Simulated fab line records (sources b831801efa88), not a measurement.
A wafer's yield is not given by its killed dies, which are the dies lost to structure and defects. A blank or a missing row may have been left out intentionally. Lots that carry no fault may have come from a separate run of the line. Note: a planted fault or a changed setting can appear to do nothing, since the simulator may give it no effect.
fab line records || flow sky130
[record] {"lots": 14, "wafers": 42, "last_day": 50}
route steps=708 shown GATE_OXIDE@203
lots untouched by any fault: they come from a run of this same line in which no faults occurred
start_h: start of the lot's first displayed wafer, in hours after the record's first day || wait_h: time in hours since the lot's previous step || " the same as in the row above || L1.1+2: a row that stands for several wafers || - value missing, or start not given || * or withheld: withheld || < > ~ a bound
route shown NAME@n: NAME is a module with steps in the file, n the number in the route of the first one || usual: the fault-free wafers' mean and standard deviation || same: alike in all rows || chamber/n: place in a boat || sites: readings site by site || _std_site: how widely they spread, as a standard deviation || _edge_site: mean of outer sites minus mean of inner sites || radius_mm: for every site, how far away it sits from the centre of the wafer || mask NAME#n: copy n || behind: tool/chamber where the wafer was last shaped || hold: why the lot was held/for how many hours/how that ended || device: names the non-switching transistor (n, p or np) || end of line: tests run on the same wafers once the route is complete || step lacking rows: just its recipe || killed: count of dies lost to structure and defects at first sort (not the wafer's yield) || map: shows each die of a wafer: x if killed, . if not, _ if none is there
set.NAME: the run value of the setting; set.NAME@STEP: its run value at that earlier step || model.NAME: the simulator's own value behind a step, which no gauge read
the route's steps for a sample of lots (tables are steps, rows are wafers)
services: a tool's chamber out of use, with start hour (start_h, from the record's first day; less than 0 if before it), hours out, and reason
[[steps]]
[step SKY_GATE_OXIDE_OXIDATION_16]
[recipe] {"temp_c": 800, "ambient": "O2", "idle_temp_c": 700, "ramp_up_c_per_min": 10, "ramp_down_c_per_min": 3, "stabilise_s": 600, "purge_s": 300, "target_thk_a": 35.7, "ox_time_s": 1915}
[usual] {"ox_temp_c": "799.9/0.35", "ox_temp_c_max": "803.7/1", "ramp_up_c_per_min": "10.000/0.0017", "spike_tc_top_C": "816.5/1.3"}
{"lot.wafer": "L457.2", "tool": "furnace-01", "chamber": 0, "start_h": 319.40, "wait_h": 0.0, "ox_temp_c": 800.0, "ox_temp_c_max": 802.5, "ramp_up_c_per_min": 10.002, "spike_tc_top_C": 817.5}
{"lot.wafer": "L457.4", "tool": "furnace-01", "chamber": 0, "start_h": 319.40, "wait_h": 0.0, "ox_temp_c": 799.9, "ox_temp_c_max": 803.8, "ramp_up_c_per_min": 10.002, "spike_tc_top_C": 818.7}
{"lot.wafer": "L457.5", "tool": "furnace-01", "chamber": 0, "start_h": 319.40, "wait_h": 0.0, "ox_temp_c": 799.6, "ox_temp_c_max": 802.3, "ramp_up_c_per_min": 10.002, "spike_tc_top_C": 816.7}
{"lot.wafer": "L460.1", "tool": "furnace-01", "chamber": 0, "start_h": 351.15, "wait_h": 0.0, "ox_temp_c": 800.2, "ox_temp_c_max": 804.0, "ramp_up_c_per_min": 9.9993, "spike_tc_top_C": 816.3}
{"lot.wafer": "L460.2", "tool": "furnace-01", "chamber": 0, "start_h": 351.15, "wait_h": 0.0, "ox_temp_c": 800.1, "ox_temp_c_max": 802.7, "ramp_up_c_per_min": 9.9998, "spike_tc_top_C": 818.5}
{"lot.wafer": "L460.3", "tool": "furnace-01", "chamber": 0, "start_h": 351.15, "wait_h": 0.0, "ox_temp_c": 800.0, "ox_temp_c_max": 804.5, "ramp_up_c_per_min": 9.9995, "spike_tc_top_C": 818.7}
{"lot.wafer": "L461.1", "tool": "furnace-01", "chamber": 0, "start_h": 358.80, "wait_h": 1.9, "ox_temp_c": 800.2, "ox_temp_c_max": 803.3, "ramp_up_c_per_min": 10.002, "spike_tc_top_C": 816.4}
{"lot.wafer": "L461.3", "tool": "furnace-01", "chamber": 0, "start_h": 358.80, "wait_h": 1.9, "ox_temp_c": 799.7, "ox_temp_c_max": 803.4, "ramp_up_c_per_min": 9.9980, "spike_tc_top_C": 816.8}
{"lot.wafer": "L461.4", "tool": "furnace-01", "chamber": 0, "start_h": 358.80, "wait_h": 1.9, "ox_temp_c": 800.1, "ox_temp_c_max": 803.4, "ramp_up_c_per_min": 9.9985, "spike_tc_top_C": 817.2}
{"lot.wafer": "L463.1", "tool": "furnace-01", "chamber": 0, "start_h": 371.09, "wait_h": 0.8, "ox_temp_c": 800.0, "ox_temp_c_max": 804.0, "ramp_up_c_per_min": 10.001, "spike_tc_top_C": 818.3}
{"lot.wafer": "L463.2", "tool": "furnace-01", "chamber": 0, "start_h": 371.09, "wait_h": 0.8, "ox_temp_c": 800.0, "ox_temp_c_max": 802.7, "ramp_up_c_per_min": 9.9993, "spike_tc_top_C": 817.9}
{"lot.wafer": "L463.3", "tool": "furnace-01", "chamber": 0, "start_h": 371.09, "wait_h": 0.8, "ox_temp_c": 800.0, "ox_temp_c_max": 802.9, "ramp_up_c_per_min": 10.002, "spike_tc_top_C": 816.6}
{"lot.wafer": "L464.1", "tool": "furnace-01", "chamber": 0, "start_h": 387.86, "wait_h": 0.6, "ox_temp_c": 799.8, "ox_temp_c_max": 802.9, "ramp_up_c_per_min": 10.001, "spike_tc_top_C": 816.0}
{"lot.wafer": "L464.3", "tool": "furnace-01", "chamber": 0, "start_h": 387.86, "wait_h": 0.6, "ox_temp_c": 799.6, "ox_temp_c_max": 802.5, "ramp_up_c_per_min": 10.005, "spike_tc_top_C": 816.7}
{"lot.wafer": "L464.6", "tool": "furnace-01", "chamber": 0, "start_h": 387.86, "wait_h": 0.6, "ox_temp_c": 799.4, "ox_temp_c_max": 802.2, "ramp_up_c_per_min": 9.9984, "spike_tc_top_C": 817.3}
{"lot.wafer": "L465.2", "tool": "furnace-01", "chamber": 0, "start_h": 387.86, "wait_h": 0.9, "ox_temp_c": 800.0, "ox_temp_c_max": 803.2, "ramp_up_c_per_min": 10.001, "spike_tc_top_C": 817.5}
{"lot.wafer": "L465.4", "tool": "furnace-01", "chamber": 0, "start_h": 387.86, "wait_h": 0.9, "ox_temp_c": 800.0, "ox_temp_c_max": 802.8, "ramp_up_c_per_min": 9.9988, "spike_tc_top_C": 816.8}
{"lot.wafer": "L465.6", "tool": "furnace-01", "chamber": 0, "start_h": 387.86, "wait_h": 0.9, "ox_temp_c": 800.2, "ox_temp_c_max": 802.5, "ramp_up_c_per_min": 9.9995, "spike_tc_top_C": 818.1}
{"lot.wafer": "L466.1", "tool": "furnace-01", "chamber": 0, "start_h": 398.77, "wait_h": 0.7, "ox_temp_c": 800.0, "ox_temp_c_max": 803.3, "ramp_up_c_per_min": 9.9998, "spike_tc_top_C": 817.3}
{"lot.wafer": "L466.5", "tool": "furnace-01", "chamber": 0, "start_h": 398.77, "wait_h": 0.7, "ox_temp_c": 799.4, "ox_temp_c_max": 804.0, "ramp_up_c_per_min": 10.001, "spike_tc_top_C": 815.5}
{"lot.wafer": "L466.6", "tool": "furnace-01", "chamber": 0, "start_h": 398.77, "wait_h": 0.7, "ox_temp_c": 800.3, "ox_temp_c_max": 802.8, "ramp_up_c_per_min": 10.001, "spike_tc_top_C": 816.8}
{"lot.wafer": "L467.1", "tool": "furnace-02", "chamber": 0, "start_h": 406.12, "wait_h": 0.1, "ox_temp_c": 800.0, "ox_temp_c_max": 803.3, "ramp_up_c_per_min": 10.001, "spike_tc_top_C": 814.1}
{"lot.wafer": "L467.4", "tool": "furnace-02", "chamber": 0, "start_h": 406.12, "wait_h": 0.1, "ox_temp_c": 800.0, "ox_temp_c_max": 804.4, "ramp_up_c_per_min": 10.004, "spike_tc_top_C": 815.6}
{"lot.wafer": "L467.6", "tool": "furnace-02", "chamber": 0, "start_h": 406.12, "wait_h": 0.1, "ox_temp_c": 800.0, "ox_temp_c_max": 804.3, "ramp_up_c_per_min": 10.001, "spike_tc_top_C": 815.4}
{"lot.wafer": "L468.2", "tool": "furnace-02", "chamber": 0, "start_h": 409.15, "wait_h": 2.3, "ox_temp_c": 800.3, "ox_temp_c_max": 804.5, "ramp_up_c_per_min": 10.001, "spike_tc_top_C": 814.5}
{"lot.wafer": "L468.5", "tool": "furnace-02", "chamber": 0, "start_h": 409.15, "wait_h": 2.3, "ox_temp_c": 800.5, "ox_temp_c_max": 805.6, "ramp_up_c_per_min": 9.9996, "spike_tc_top_C": 816.2}
{"lot.wafer": "L468.6", "tool": "furnace-02", "chamber": 0, "start_h": 409.15, "wait_h": 2.3, "ox_temp_c": 800.4, "ox_temp_c_max": 803.5, "ramp_up_c_per_min": 9.9975, "spike_tc_top_C": 817.5}
{"lot.wafer": "L472.2", "tool": "furnace-02", "chamber": "-", "start_h": 456.14, "wait_h": 0.6, "ox_temp_c": "-", "ox_temp_c_max": "-", "ramp_up_c_per_min": "-", "spike_tc_top_C": "-"}
{"lot.wafer": "L472.3", "tool": "furnace-02", "chamber": "-", "start_h": 456.14, "wait_h": 0.6, "ox_temp_c": "-", "ox_temp_c_max": "-", "ramp_up_c_per_min": "-", "spike_tc_top_C": "-"}
{"lot.wafer": "L472.4", "tool": "furnace-02", "chamber": "-", "start_h": 456.14, "wait_h": 0.6, "ox_temp_c": "-", "ox_temp_c_max": "-", "ramp_up_c_per_min": "-", "spike_tc_top_C": "-"}
{"lot.wafer": "L473.1", "tool": "furnace-01", "chamber": "-", "start_h": 462.32, "wait_h": 0.1, "ox_temp_c": "-", "ox_temp_c_max": "-", "ramp_up_c_per_min": "-", "spike_tc_top_C": "-"}
{"lot.wafer": "L473.5", "tool": "furnace-01", "chamber": "-", "start_h": 462.32, "wait_h": 0.1, "ox_temp_c": "-", "ox_temp_c_max": "-", "ramp_up_c_per_min": "-", "spike_tc_top_C": "-"}
{"lot.wafer": "L473.6", "tool": "furnace-01", "chamber": "-", "start_h": 462.32, "wait_h": 0.1, "ox_temp_c": "-", "ox_temp_c_max": "-", "ramp_up_c_per_min": "-", "spike_tc_top_C": "-"}
{"lot.wafer": "L477.1", "tool": "furnace-02", "chamber": 0, "start_h": 493.13, "wait_h": 0.0, "ox_temp_c": 800.1, "ox_temp_c_max": 804.3, "ramp_up_c_per_min": 10.002, "spike_tc_top_C": 815.8}
{"lot.wafer": "L477.4", "tool": "furnace-02", "chamber": 0, "start_h": 493.13, "wait_h": 0.0, "ox_temp_c": 799.9, "ox_temp_c_max": 805.0, "ramp_up_c_per_min": 10.000, "spike_tc_top_C": 815.5}
{"lot.wafer": "L477.6", "tool": "furnace-02", "chamber": 0, "start_h": 493.13, "wait_h": 0.0, "ox_temp_c": 800.6, "ox_temp_c_max": 803.6, "ramp_up_c_per_min": 10.002, "spike_tc_top_C": 815.7}
{"lot.wafer": "L478.4", "tool": "furnace-02", "chamber": 0, "start_h": 497.85, "wait_h": 0.0, "ox_temp_c": 800.0, "ox_temp_c_max": 804.2, "ramp_up_c_per_min": 9.9980, "spike_tc_top_C": 814.4}
{"lot.wafer": "L478.5", "tool": "furnace-02", "chamber": 0, "start_h": 497.85, "wait_h": 0.0, "ox_temp_c": 799.8, "ox_temp_c_max": 805.7, "ramp_up_c_per_min": 9.9986, "spike_tc_top_C": 817.8}
{"lot.wafer": "L478.6", "tool": "furnace-02", "chamber": 0, "start_h": 497.85, "wait_h": 0.0, "ox_temp_c": 800.1, "ox_temp_c_max": 804.3, "ramp_up_c_per_min": 9.9987, "spike_tc_top_C": 816.5}
{"lot.wafer": "L479.4", "tool": "furnace-02", "chamber": 0, "start_h": 505.55, "wait_h": 0.0, "ox_temp_c": 800.5, "ox_temp_c_max": 805.2, "ramp_up_c_per_min": 9.9981, "spike_tc_top_C": 816.3}
{"lot.wafer": "L479.5", "tool": "furnace-02", "chamber": 0, "start_h": 505.55, "wait_h": 0.0, "ox_temp_c": 800.1, "ox_temp_c_max": 804.7, "ramp_up_c_per_min": 9.9985, "spike_tc_top_C": 815.1}
{"lot.wafer": "L479.6", "tool": "furnace-02", "chamber": 0, "start_h": 505.55, "wait_h": 0.0, "ox_temp_c": 800.5, "ox_temp_c_max": 804.8, "ramp_up_c_per_min": 10.003, "spike_tc_top_C": 816.9}
[[services]]
{"tool": "furnace-02", "chamber": "-", "start_h": 378.02, "hours": 3.5, "kind": "pm"}
{"tool": "furnace-01", "chamber": "-", "start_h": 407.01, "hours": 4.1, "kind": "pm"}
{"tool": "furnace-01", "chamber": "-", "start_h": 446.72, "hours": 2.7, "kind": "pm"}
[[key]]
[first_sign] {"step": "SKY_GATE_OXIDE_OXIDATION_16", "reading": "tool_record", "direction": "missing"}
effect none on later readings
met_at SKY_GATE_OXIDE_OXIDATION_16
struck_lots L472,L473
later_rows_left_out L472.2,L472.3,L472.4,L473.1,L473.5,L473.6
sort_left_out L472.2,L472.3,L472.4,L473.1,L473.5,L473.6
tester_left_out L472,L473
onset_between 409.15 456.14
[fault] {"kind": "skipped_step_whole", "tool": "furnace-01,furnace-02", "chamber": "-", "onset_h": 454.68, "steps": "SKY_GATE_OXIDE_OXIDATION_16", "scope": "struck_lots_only"}
// tester_left_out: of these lots the tester's yield and bins aren't shown, on N5 and GAA mostly nor the transistor test; their killed dies are dies lost to structure and defects alone, not to doping, threshold or leakage, so they don't give the yield
// sort_left_out: the simulated sort isn't trusted on such a fault, so these wafers' sort isn't shown, and their yield isn't known
// later_rows_left_out: the simulator's readings of these wafers behind a module that went badly wrong aren't trusted and aren't shown, but for the sort
